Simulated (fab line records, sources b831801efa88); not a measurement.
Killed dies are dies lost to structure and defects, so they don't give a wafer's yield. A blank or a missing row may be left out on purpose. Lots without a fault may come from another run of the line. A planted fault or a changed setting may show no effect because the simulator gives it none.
Split-lot experiment | flow gf180mcu | 5 lots, 23 wafers read, on a route of 602 steps

THE SPLIT
At GF_TOP_METAL_SPUTTER_03 (material Ti, target thk 5 nm, time 3.3 s), the setting power_w was moved away from the recipe's 3000 W on 9 of the 23 wafers read, by -6.1% to +7.2%. The other wafers ran this setting at the recipe's value.

The reading is taken at the split's own step.

THE READING
Ti_of_TOP_METAL_SPUTTER_03.thk_nm (the simulator's own value, which no gauge read), in nm, at GF_TOP_METAL_SPUTTER_03 (material Ti, target thk 5 nm, time 3.3 s). The file gives no usual value for it. The 14 wafers here that ran the recipe average 4.987 nm, standard deviation 0.091 nm.

wafer  | tool, chamber at the split | power_w as run, W | against the recipe | Ti_of_TOP_METAL_SPUTTER_03.thk_nm, nm | against lot-mates on the recipe
L074.2 | pvd_sputter-04, -          | 3000              | recipe             | 4.849                                 | -
L074.4 | pvd_sputter-04, -          | 3000              | recipe             | 4.888                                 | -
L074.6 | pvd_sputter-04, -          | 3000              | recipe             | 4.861                                 | -
L076.1 | pvd_sputter-03, -          | 3000              | recipe             | 4.992                                 | -
L076.2 | pvd_sputter-03, -          | 3182              | +6.1%              | 5.332                                 | +0.335
L076.3 | pvd_sputter-03, -          | 3182              | +6.1%              | 5.306                                 | +0.309
L076.5 | pvd_sputter-03, -          | 3000              | recipe             | 5.001                                 | -
L076.6 | pvd_sputter-03, -          | 3182              | +6.1%              | 5.272                                 | +0.276
L077.1 | pvd_sputter-01, -          | 3000              | recipe             | 4.947                                 | -
L077.3 | pvd_sputter-01, -          | 3215              | +7.2%              | 5.086                                 | +0.186
L077.4 | pvd_sputter-01, -          | 3000              | recipe             | 4.853                                 | -
L077.5 | pvd_sputter-01, -          | 3215              | +7.2%              | 5.235                                 | +0.335
L077.6 | pvd_sputter-01, -          | 3215              | +7.2%              | 5.153                                 | +0.253
L081.2 | pvd_sputter-01, -          | 3000              | recipe             | 5.104                                 | -
L081.3 | pvd_sputter-01, -          | 3000              | recipe             | 4.987                                 | -
L081.4 | pvd_sputter-01, -          | 3000              | recipe             | 5.098                                 | -
L081.5 | pvd_sputter-01, -          | 3000              | recipe             | 5.067                                 | -
L081.6 | pvd_sputter-01, -          | 3000              | recipe             | 5.008                                 | -
L084.1 | pvd_sputter-01, -          | 3000              | recipe             | 5.081                                 | -
L084.2 | pvd_sputter-01, -          | 2818              | -6.1%              | 4.796                                 | -0.285
L084.3 | pvd_sputter-01, -          | 2818              | -6.1%              | 4.561                                 | -0.521
L084.4 | pvd_sputter-01, -          | 2818              | -6.1%              | 4.623                                 | -0.458
L084.5 | pvd_sputter-01, -          | 3000              | recipe             | 5.082                                 | -

THE FIT
A straight line over all 23 wafers: Ti_of_TOP_METAL_SPUTTER_03.thk_nm changes by +0.0421 nm for each +1% of power_w; r = +0.86; the points scatter about the line by 0.1 nm.
The same after taking each lot's own level away (the mean of its wafers on the recipe; 23 wafers): +0.0519 nm for each +1%; r = +0.95; scatter 0.073 nm.
On that fit, the largest move of power_w shifts the reading by 0.37 nm.
The lots' own levels span 4.8660 to 5.0815 nm, that is 2.4 times the standard deviation above.
So the lot-to-lot level changes the slope: the two fits differ.
Check: with one of the wafers moved furthest among these (+7.2%) left out of the fit, the line predicts +0.37 nm for it against its lot-mates. It came out at +0.186 nm against them.

OTHER SPLITS ON THESE WAFERS
These wafers also went through other splits before the reading. Each is held against what the fit with the lots' levels taken away leaves over:
other split on the same wafers | wafers away from the commonest value | r with Ti_of_TOP_METAL_SPUTTER_03.thk_nm (lot level and that fit taken away)
GF_MIM_COAT_14 resist_thk_nm   | 8                                    | +0.13
GF_M5_EXPOSE_04 dose_mj        | 5                                    | -0.11
GF_M5_PEB_05 peb_temp_c        | 8                                    | +0.22
GF_V5_CVD_00 sih4_flow_sccm    | 5                                    | -0.22
GF_V5_PEB_12 peb_temp_c        | 9                                    | +0.29
GF_V5_SPUTTER_22 power_w       | 8                                    | -0.25

THE FILE'S OWN FIT
Ti_of_TOP_METAL_SPUTTER_03.thk_nm changes by +0.0501 nm for each +1% of power_w, r = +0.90.
